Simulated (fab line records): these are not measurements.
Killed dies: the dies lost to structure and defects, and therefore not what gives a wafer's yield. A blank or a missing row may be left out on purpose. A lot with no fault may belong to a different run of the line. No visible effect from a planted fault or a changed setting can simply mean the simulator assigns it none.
Which tool was responsible? | flow sky130 | 11 lots, 33 wafers sampled, at 7 steps of a route of 708

## WHAT THE GAUGES READ, wafer by wafer
SKY_NWELL_RS_MEAS_29: uses a four-point probe to measure.
lot  | measured     | on            | NWELL_RS (ohm/sq)
L660 | day 5 08:54  | film_metro-01 | 628.4 629.3 629.7
L668 | day 7 09:42  | film_metro-01 | 628.0 626.9 627.5
L669 | day 7 15:16  | film_metro-03 | 625.8 625.4 624.7
L673 | day 8 16:26  | film_metro-03 | 625.2 624.8 625.9
L674 | day 9 00:45  | film_metro-02 | 622.4 623.6 624.0
L677 | day 9 17:15  | film_metro-03 | 620.9 621.8 620.8
L678 | day 10 00:32 | film_metro-03 | 623.2 625.2 623.9
L679 | day 10 05:04 | film_metro-01 | 627.9 626.9 628.3
L681 | day 10 11:45 | film_metro-02 | 627.8 629.7 627.0
L682 | day 10 19:21 | film_metro-02 | 626.1 627.5 626.3
L683 | day 11 03:59 | film_metro-03 | 624.4 624.8 621.9

SKY_VT_ADJUST_LVTN_OVL_MEAS_07.
lot  | measured     | on         | VT_ADJUST_LVTN_OVL (nm)
L660 | day 6 21:05  | overlay-01 | 2.1 1.4 1.7
L668 | day 9 03:55  | overlay-02 | -0.8 -0.5 0.7
L669 | day 9 09:59  | overlay-02 | -0.3 0.1 -1.6
L673 | day 10 12:02 | overlay-02 | -0.8 0.5 2.2
L674 | day 10 21:10 | overlay-02 | 0.1 0.1 -0.6
L677 | day 11 15:20 | overlay-01 | 1.1 -0.3 2.2
L678 | day 11 22:53 | overlay-01 | 0.5 -0.9 0.7
L679 | day 12 03:19 | overlay-02 | 1.2 0.3 0.9
L681 | day 12 10:05 | overlay-02 | 0.0 1.0 -0.7
L682 | day 12 18:59 | overlay-02 | 0.9 0.9 0.8
L683 | day 13 03:40 | overlay-02 | -1.6 -0.3 0.5

SKY_VT_ADJUST_LVTN_OVL_MEAS_18.
lot  | measured     | on         | VT_ADJUST_LVTN_01_OVL (nm)
L660 | day 7 17:29  | overlay-02 | 1.7 0.9 1.1
L668 | day 10 01:41 | overlay-01 | - - -
L669 | day 10 08:29 | overlay-01 | - - -
L673 | day 11 10:56 | overlay-02 | -1.3 -1.5 -0.3
L674 | day 11 20:34 | overlay-02 | 0.2 2.9 2.0
L677 | day 12 15:56 | overlay-01 | 0.2 -0.5 0.1
L678 | day 12 23:25 | overlay-02 | 0.1 1.0 -0.4
L679 | day 13 03:58 | overlay-02 | 0.4 1.4 -0.7
L681 | day 13 10:46 | overlay-02 | -3.3 -2.3 0.5
L682 | day 13 20:11 | overlay-01 | 0.4 -1.3 1.3
L683 | day 14 06:04 | overlay-01 | 1.5 0.4 0.7

SKY_VT_ADJUST_NCORE_TW_MEAS_11.
lot  | measured     | on            | VT_ADJUST_NCORE_TW
L660 | day 8 14:15  | film_metro-04 | 216.5 217.4 216.4
L668 | day 11 01:23 | film_metro-04 | 249.3 249.0 247.9
L669 | day 11 08:13 | film_metro-02 | 247.6 247.6 246.1
L673 | day 12 11:26 | film_metro-04 | 217.6 217.9 217.8
L674 | day 12 21:54 | film_metro-04 | 217.4 217.9 218.1
L677 | day 13 17:59 | film_metro-04 | 216.9 217.5 216.1
L678 | day 14 01:32 | film_metro-02 | 214.4 215.9 216.1
L679 | day 14 06:32 | film_metro-03 | 217.7 219.6 219.5
L681 | day 14 13:27 | film_metro-02 | 216.4 215.4 215.4
L682 | day 14 22:17 | film_metro-04 | 218.1 216.7 217.7
L683 | day 15 08:15 | film_metro-03 | 217.7 218.4 218.9

SKY_VT_ADJUST_HVTR_TW_MEAS_11.
lot  | measured     | on            | VT_ADJUST_HVTR_TW
L660 | day 9 11:08  | film_metro-01 | 214.2 215.1 213.4
L668 | day 12 00:54 | film_metro-02 | 241.7 243.4 243.8
L669 | day 12 07:53 | film_metro-02 | 239.7 242.4 242.0
L673 | day 13 12:14 | film_metro-01 | 214.3 213.0 213.6
L674 | day 13 23:12 | film_metro-01 | 213.9 214.7 212.8
L677 | day 14 19:59 | film_metro-02 | 209.0 207.3 208.0
L678 | day 15 04:11 | film_metro-03 | 208.1 209.4 210.4
L679 | day 15 08:28 | film_metro-02 | 207.1 207.3 207.7
L681 | day 15 16:05 | film_metro-03 | 209.6 208.7 209.8
L682 | day 16 01:01 | film_metro-03 | 210.9 212.0 212.1
L683 | day 16 12:23 | film_metro-03 | 211.5 211.6 211.1

## WHAT TOOL EACH LOT RAN ON (gives the tool, then ch and the chambers of the sampled wafers, and finally the start)
lot  | SKY_VT_ADJUST_HVTP_STRIP_10          | SKY_VT_ADJUST_LVTN_COAT_13
L660 | plasma_asher-02 ch 0,1, day 6 03:11  | litho_track-02 ch 0, day 7 06:32
L668 | plasma_asher-03 ch 0,1, day 8 06:52  | litho_track-04, day 9 14:35
L669 | plasma_asher-02 ch 0,1, day 8 12:25  | litho_track-02, day 9 20:16
L673 | plasma_asher-04 ch 0,1, day 9 14:17  | litho_track-02 ch 0, day 10 23:04
L674 | plasma_asher-02 ch 0,1, day 9 22:13  | litho_track-03 ch 0, day 11 08:25
L677 | plasma_asher-02 ch 0,1, day 10 16:58 | litho_track-04 ch 0, day 12 03:13
L678 | plasma_asher-02 ch 0,1, day 11 00:08 | litho_track-03 ch 0, day 12 11:42
L679 | plasma_asher-04 ch 0,1, day 11 04:11 | litho_track-02 ch 0, day 12 15:52
L681 | plasma_asher-02 ch 0, day 11 09:56   | litho_track-03 ch 0, day 12 22:09
L682 | plasma_asher-03 ch 0,1, day 11 18:32 | litho_track-03 ch 0, day 13 07:26
L683 | plasma_asher-04 ch 0,1, day 12 03:19 | litho_track-03 ch 0, day 13 16:48
- SKY_VT_ADJUST_HVTP_STRIP_10: strips in O2/N2.
- SKY_VT_ADJUST_LVTN_COAT_13: resist thk 1140 nm.

## AS READ BY THE TOOLS THEMSELVES (means over the sampled wafers that have a number; for cases with no such wafer, the mark the record gives instead)
SKY_VT_ADJUST_HVTP_STRIP_10.
lot  | tool            | drypump_motor_current_A (A) | oes_product_au (a.u.) | strip_time_to_endpoint_s (s)
L660 | plasma_asher-02 | 5.58                        | 0.715                 | 14.17
L668 | plasma_asher-03 | 5.60                        | 0.719                 | 14.22
L669 | plasma_asher-02 | 5.60                        | 0.717                 | 14.20
L673 | plasma_asher-04 | 5.86                        | 0.720                 | 14.15
L674 | plasma_asher-02 | 5.60                        | 0.715                 | 14.15
L677 | plasma_asher-02 | 5.61                        | 0.717                 | 14.16
L678 | plasma_asher-02 | 5.59                        | 0.711                 | 14.14
L679 | plasma_asher-04 | 5.85                        | 0.715                 | 14.19
L681 | plasma_asher-02 | 5.77                        | 0.717                 | 14.13
L682 | plasma_asher-03 | 5.59                        | 0.717                 | 14.18
L683 | plasma_asher-04 | 5.84                        | 0.718                 | 14.22

SKY_VT_ADJUST_LVTN_COAT_13.
lot  | tool           | chill_plate_temp_C (C) | dispense_pressure_kPa (kPa)
L660 | litho_track-02 | 22.99                  | 59
L668 | litho_track-04 | -                      | -
L669 | litho_track-02 | -                      | -
L673 | litho_track-02 | 22.83                  | 59
L674 | litho_track-03 | 22.89                  | 49
L677 | litho_track-04 | 22.84                  | 53
L678 | litho_track-03 | 23.18                  | 49
L679 | litho_track-02 | 22.90                  | 59
L681 | litho_track-03 | 23.04                  | 49
L682 | litho_track-03 | 22.85                  | 49
L683 | litho_track-03 | 22.98                  | 49

## THE ANSWER, worked out from the rows above alone
Rule: the lots themselves supply what counts as usual. Put in order of their means at a reading, lots are off if they are a third of the lots or fewer, leave a main group of 4 or more, and stand apart from it by a gap of 3 or more times the standard deviation of the main group's means; of several such gaps the widest counts. A main group whose means are all the same, to the digits that the tables above print for the reading, isn't used. A lot without any number at a reading at which 4 lots or more have one is off too. All remaining lots with rows at the step are treated as sound. The gauges are gone through in route order, then the tools' own readings, and for those a lot's mean is taken as printed above. The first step at which some lot is off is used, and at that step the reading that is off furthest; a lot without a number counts as furthest.
Off: L668, L669, seen at SKY_VT_ADJUST_LVTN_OVL_MEAS_18 (VT_ADJUST_LVTN_01_OVL). Without a number there: L668, L669. The main group has a mean of 0.2 nm with a standard deviation of 1.
A tool fits if, at a process step before that reading, it ran every lot that is off, and no sound lot after the first of them. Not tried: the gauges at SKY_VT_ADJUST_LVTN_OVL_MEAS_18; whatever is off there is also off at SKY_VT_ADJUST_NCORE_TW_MEAS_11, on other tools, and gauge error can't account for it. Of those tried, none fits.

## WHAT HAD BEEN PUT IN BY THE SIMULATOR
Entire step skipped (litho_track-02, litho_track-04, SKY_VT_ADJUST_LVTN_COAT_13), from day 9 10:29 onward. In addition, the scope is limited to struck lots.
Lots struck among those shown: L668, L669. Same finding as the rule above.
